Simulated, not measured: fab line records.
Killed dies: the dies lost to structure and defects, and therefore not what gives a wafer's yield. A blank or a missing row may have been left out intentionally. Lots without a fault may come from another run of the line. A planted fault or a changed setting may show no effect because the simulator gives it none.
Chamber matching -- flow sky130 -- 4 sister chambers for SKY_VIA2_CMP_24 on cmp-01
The step polishes, stops on SiO2, t overpolish 20 s, target thk 0 nm. 8 wafers are shown with their chamber, then 11 later ones without.

## WAFERS PAIRED WITH THEIR CHAMBERS
wafer,chamber,motorCurrentA (A),timeToEndpointS (s)
L173.1,3,10.0,103
L181.3,3,9.6,99
L181.4,1,10.2,104
L183.6,0,12.2,105
L188.1,0,12.9,101
L188.2,2,10.6,103
L188.4,1,9.9,105
L190.2,2,11.1,97

## WAFERS WITH NO CHAMBER GIVEN
wafer,motorCurrentA (A),timeToEndpointS (s)
L190.3,12.1,99
L190.6,10.3,102
L192.2,10.4,95
L192.3,12.3,96
L192.6,12.3,95
L193.1,10.5,104
L193.3,12.1,101
L193.5,9.5,101
L194.2,9.5,101
L194.3,12.5,101
L194.5,10.4,101

## EACH ONE'S CHAMBER
wafer,from the rows above,in truth
L190.3,can't be placed: 0 or 2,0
L190.6,can't be placed: 1 or 3 or 2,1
L192.2,can't be placed: 2 or 3 or 1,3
L192.3,can't be placed: 0 or 2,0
L192.6,can't be placed: 0 or 2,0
L193.1,can't be placed: 1 or 2 or 3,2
L193.3,0,0
L193.5,can't be placed: 3 or 1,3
L194.2,can't be placed: 3 or 1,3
L194.3,0,0
L194.5,can't be placed: 2 or 1 or 3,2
Placed correctly: 2 of 11. Can't be placed from these rows: 9 (the true chamber is among the candidates in 9). Wrongly placed: 0.
How it was worked out, from the rows above alone: a wafer's distance from a chamber is the root of the sum, over the readings, of the square of ((its reading less the chamber's mean) divided by the reading's scatter). If the next closest chamber is less than 2 further off than the closest, the wafer can't be placed; otherwise it belongs to the closest. For every chamber, the mean is computed from those of its wafers that are shown. How the scatter is found: for the shown wafers, subtract from each reading the mean of its chamber, square and add these, divide the total by (wafers less chambers), then take the root.
